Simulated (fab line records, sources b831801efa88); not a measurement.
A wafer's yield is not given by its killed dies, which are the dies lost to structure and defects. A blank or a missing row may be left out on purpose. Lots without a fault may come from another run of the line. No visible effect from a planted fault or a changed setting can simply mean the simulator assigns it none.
2 desks looking at one fault || flow sfqLine || only its own numbers are on each desk; what lay behind them is given at the end

== THE METROLOGY DESK ==
Means of the sampled wafers that have a number, per lot and without regard to the tool the lot ran on: this is what the gauges read. Marked OUT: a lot whose mean sits more than 4 standard deviations from the usual mean, which makes it out of limits; the brackets give that distance.
Columns: A = I6_BOW at SFQ_I6_BOW_MEAS_941, usual 3 um; B = M7_NB_RS at SFQ_M7_RS_MEAS_943, usual 0.892 ohm/sq
{"lot": "L514", "first seen here": "day 64 08:02", "A": -13, "B": 0.888}
{"lot": "L515", "first seen here": "day 64 09:04", "A": 3, "B": 0.906}
{"lot": "L516", "first seen here": "day 64 14:02", "A": -9, "B": 0.887}
{"lot": "L517", "first seen here": "day 64 17:02", "A": 1, "B": 0.882}
{"lot": "L518", "first seen here": "day 64 20:02", "A": 15, "B": 0.869}
{"lot": "L519", "first seen here": "day 69 06:11", "A": -1, "B": 0.889}
{"lot": "L520", "first seen here": "day 69 14:16", "A": -11, "B": 0.890}
{"lot": "L521", "first seen here": "day 69 17:16", "A": -4, "B": 0.885}
{"lot": "L523", "first seen here": "day 71 06:43", "A": 11, "B": 0.889}
{"lot": "L524", "first seen here": "day 71 14:03", "A": -3, "B": 0.875}
{"lot": "L526", "first seen here": "day 71 17:39", "A": 9, "B": 0.896}
{"lot": "L532", "first seen here": "day 72 12:51", "A": -10, "B": "1.147 (+20) OUT"}
{"lot": "L534", "first seen here": "day 72 16:10", "A": 15, "B": "1.136 (+19) OUT"}
{"lot": "L535", "first seen here": "day 72 17:10", "A": 10, "B": 0.898}
{"lot": "L537", "first seen here": "day 72 20:11", "A": -3, "B": "1.059 (+13) OUT"}
This desk reports L532, L534, L537 out of limits; the earliest was L532 at day 77 11:23 (M7_NB_RS at SFQ_M7_RS_MEAS_943). In limits: L514, L515, L516, L517, L518, L519, L520, L521, L523, L524, L526, L535.

== DESK OF THE TOOL OWNER: pvdSputter-04 ==
The tool's own readings at SFQ_TRILAYER_M7_DEP_SPUTTER_175 (material Nb, target thk 200 nm, time 133.3 s): means of the sampled wafers that have a number, for each lot that ran on this tool. Marked OUT: a lot whose mean sits more than 4 standard deviations from the usual mean, which makes it out of limits; the brackets give that distance.
Columns: A = throttleValvePct at SFQ_TRILAYER_M7_DEP_SPUTTER_175, usual 29.3 %
{"lot": "L517", "first seen here": "day 69 21:25", "A": 28.4}
{"lot": "L524", "first seen here": "day 76 12:50", "A": 29.5}
{"lot": "L526", "first seen here": "day 76 19:41", "A": 30.2}
{"lot": "L532", "first seen here": "day 77 11:17", "A": 28.8}
{"lot": "L534", "first seen here": "day 77 16:05", "A": 30.9}
{"lot": "L537", "first seen here": "day 77 22:05", "A": 28.9}
This desk's finding: nothing out of limits on any of the 6 lots.

== PUT TOGETHER ==
An alarm was possible from the metrology desk at day 77 11:23, on L532, L534, L537.
Nothing out of limits was seen by the tool owner's desk.
The tool owner's desk has L532, L534, L537 on record, within its limits.
All the named lots went through SFQ_TRILAYER_M7_DEP_SPUTTER_175 on pvdSputter-04.

== WHAT HAD BEEN PUT IN BY THE SIMULATOR ==
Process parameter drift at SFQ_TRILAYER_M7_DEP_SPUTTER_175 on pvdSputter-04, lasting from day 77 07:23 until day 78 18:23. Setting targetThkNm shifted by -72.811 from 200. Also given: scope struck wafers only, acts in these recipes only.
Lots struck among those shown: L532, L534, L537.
Delay in hours, fault start to first out-of-limits reading, per desk: metrology desk 4.
